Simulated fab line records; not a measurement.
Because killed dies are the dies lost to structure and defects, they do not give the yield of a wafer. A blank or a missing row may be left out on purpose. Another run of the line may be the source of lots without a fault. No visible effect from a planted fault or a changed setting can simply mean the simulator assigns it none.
The tool behind it: which one? ; flow gf180mcu ; Sampling: 14 lots, 39 wafers, 5 of 602 route steps

== WHAT THE GAUGES READ, wafer by wafer ==
GF_VT_IMPLANT_RS_MEAS_46: a four-point-probe measurement.
lot;measured;on;MVSD_RS (ohm/sq)
L870;day 7 15:13;filmMetro-02;455.9 457.5 457.3
L871;day 7 18:59;filmMetro-04;456.6 458.0 455.9
L873;day 8 10:09;filmMetro-01;456.9 454.0 456.6
L874;day 8 21:29;filmMetro-04;457.1 457.2 458.3
L875;day 9 00:57;filmMetro-01;455.8 455.4 455.5
L877;day 9 15:23;filmMetro-01;454.4 455.7 455.8
L878;day 9 17:39;filmMetro-01;455.7 457.4 455.9
L880;day 10 07:52;filmMetro-01;455.7 456.2 454.9
L881;day 10 13:10;filmMetro-01;456.5 456.9 457.6
L884;day 11 09:47;filmMetro-04;456.9 455.7 455.0
L886;day 11 22:26;filmMetro-02;439.3 437.6
L889;day 13 09:10;filmMetro-01;455.2 436.7
L891;day 13 14:40;filmMetro-01;456.1 437.6
L893;day 14 06:08;filmMetro-02;456.3 455.3 454.8

GF_NSD_CD_MEAS_07: the cd target is 400 nm.
lot;measured;on;cdNm (nm)
L870;day 13 09:17;cdSem-02;397.4 400.3 399.3
L871;day 13 13:36;cdSem-01;395.8 396.1 398.5
L873;day 14 07:30;cdSem-01;399.6 398.5 400.7
L874;day 14 19:35;cdSem-02;395.1 396.9 396.0
L875;day 15 00:35;cdSem-02;397.2 399.9 397.9
L877;day 15 19:32;cdSem-01;400.5 400.1 400.3
L878;day 16 01:54;cdSem-01;398.9 399.4 398.3
L880;day 16 19:50;cdSem-02;402.1 402.3 402.2
L881;day 17 04:50;cdSem-01;400.3 399.0 398.7
L884;day 18 01:08;cdSem-02;399.9 399.0 399.9
L886;day 18 19:29;cdSem-01;396.4 399.0
L889;day 20 14:45;cdSem-02;401.8 399.5
L891;day 20 22:08;cdSem-02;404.7 403.5
L893;day 21 10:16;cdSem-02;395.0 394.5 396.5

GF_V1_RS_MEAS_24: a four-point-probe measurement.
lot;measured;on;V1_W_RS (ohm/sq)
L870;day 18 04:24;filmMetro-03;0.320 0.316 0.317
L871;day 18 08:40;filmMetro-02;0.326 0.325 0.327
L873;day 19 07:13;filmMetro-04;0.321 0.321 0.321
L874;day 19 19:57;filmMetro-03;0.323 0.323 0.327
L875;day 20 03:09;filmMetro-02;0.321 0.321 0.319
L877;day 21 07:04;filmMetro-02;0.322 0.323 0.322
L878;day 21 07:34;filmMetro-03;0.325 0.326 0.328
L880;day 22 01:21;filmMetro-02;0.327 0.321 0.324
L881;day 22 11:32;filmMetro-03;0.329 0.329 0.332
L884;day 23 07:59;filmMetro-02;0.332 0.332 0.327
L886;day 23 23:02;filmMetro-04;0.329 0.329
L889;day 25 14:46;filmMetro-03;0.326 0.326
L891;day 25 20:42;filmMetro-02;0.333 0.330
L893;day 26 06:33;filmMetro-03;0.332 0.334 0.333

== WHAT TOOL EACH LOT RAN ON (gives the tool, then ch and the chambers of the sampled wafers, and finally the start) ==
lot;GF_MVSD_IMPLANT_09;GF_V1_SPUTTER_22
L870;implanter-03 ch 0, day 4 13:00;pvdSputter-03, day 18 04:15
L871;implanter-03 ch 0, day 4 15:03;pvdSputter-04, day 18 08:31
L873;implanter-03 ch 0, day 5 05:33;pvdSputter-02, day 19 07:01
L874;implanter-03 ch 0, day 5 14:16;pvdSputter-04, day 19 19:48
L875;implanter-04 ch 0, day 5 18:35;pvdSputter-02, day 20 02:59
L877;implanter-01 ch 0, day 6 06:36;pvdSputter-02, day 21 06:52
L878;implanter-03 ch 0, day 6 10:09;pvdSputter-04, day 21 07:22
L880;implanter-01 ch 0, day 6 19:48;pvdSputter-02, day 22 01:12
L881;implanter-04 ch 0, day 7 01:35;pvdSputter-03, day 22 11:22
L884;implanter-04 ch 0, day 7 17:54;pvdSputter-03, day 23 07:50
L886;implanter-04 ch 0, day 8 07:18;pvdSputter-02, day 23 22:50
L889;implanter-04 ch 0, day 9 11:37;pvdSputter-02, day 25 14:35
L891;implanter-04 ch 0, day 9 16:40;pvdSputter-04, day 25 20:33
L893;implanter-01 ch 0, day 10 05:21;pvdSputter-04, day 26 06:24
- GF_MVSD_IMPLANT_09
- GF_V1_SPUTTER_22: material TiN, target thk 10 nm, time 40 s.

== WHAT THE TOOLS THEMSELVES READ (means of the sampled wafers that have a number; where no wafer has one, the mark that the record gives instead) ==
GF_MVSD_IMPLANT_09.
lot;tool;beamOnS (s);faradayCurrentUA
L870;implanter-03;9.95;28.3
L871;implanter-03;9.94;28.3
L873;implanter-03;10.18;27.6
L874;implanter-03;10.02;28.1
L875;implanter-04;9.88;28.6
L877;implanter-01;9.96;28.4
L878;implanter-03;9.95;28.4
L880;implanter-01;9.66;29.2
L881;implanter-04;9.99;28.2
L884;implanter-04;9.98;28.3
L886;implanter-04;12.96;21.8
L889;implanter-04;11.36;25.1
L891;implanter-04;11.30;25.4
L893;implanter-01;10.14;27.8

GF_V1_SPUTTER_22.
lot;tool;throttleValvePct (%)
L870;pvdSputter-03;29.8
L871;pvdSputter-04;30.2
L873;pvdSputter-02;30.6
L874;pvdSputter-04;29.9
L875;pvdSputter-02;29.7
L877;pvdSputter-02;29.7
L878;pvdSputter-04;30.9
L880;pvdSputter-02;30.4
L881;pvdSputter-03;29.8
L884;pvdSputter-03;30.4
L886;pvdSputter-02;30.6
L889;pvdSputter-02;30.5
L891;pvdSputter-04;30.8
L893;pvdSputter-04;30.1

== THE ANSWER, worked out from the rows above alone ==
Rule: usual is defined by the lots themselves. Put in order of their means at a reading, lots are off if they are a third of the lots or fewer, leave a main group of 4 or more, and stand apart from it by a gap of 3 or more times the standard deviation of the main group's means; of several such gaps the widest counts. The tables above print the reading to a certain number of digits; a main group whose means all agree to those digits is not used. A lot without any number at a reading at which 4 lots or more have one is off too. Where the step has rows for the other lots, those lots are counted as sound. The gauges are gone through in route order, then the tools' own readings, and for those a lot's mean is taken as printed above. The first step at which some lot is off is used, and at that step the reading that is off furthest; a lot without a number counts as furthest.
Off: L886, L889, L891, seen at GF_VT_IMPLANT_RS_MEAS_46 (MVSD_RS). The main group: mean 456.2 ohm/sq, standard deviation 0.72.
A tool fits if, at a process step before that reading, it ran every lot that is off, and no sound lot after the first of them. Not tried: the gauges at GF_VT_IMPLANT_RS_MEAS_46; whatever is off there is also off at GF_MVSD_IMPLANT_09, on other tools, and gauge error can't account for it. One candidate fits, namely implanter-04 at GF_MVSD_IMPLANT_09. Its last sound lot is L884 (day 7 17:54), its first lot that is off L886 (day 8 07:18): a fault that began between those two fits.
The tool's own readings at GF_MVSD_IMPLANT_09 bear it out: on the lots that are off they differ by more than 5 times the standard deviation of the sound lots' means. beamOnS reads 11.87 s there against 9.97 s on the sound lots; faradayCurrentUA reads 24.1 there against 28.3 on the sound lots.

== WHAT THE SIMULATOR HAD PUT IN ==
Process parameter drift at GF_MVSD_IMPLANT_09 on implanter-04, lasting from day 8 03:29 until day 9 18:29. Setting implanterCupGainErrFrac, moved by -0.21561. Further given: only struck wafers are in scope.
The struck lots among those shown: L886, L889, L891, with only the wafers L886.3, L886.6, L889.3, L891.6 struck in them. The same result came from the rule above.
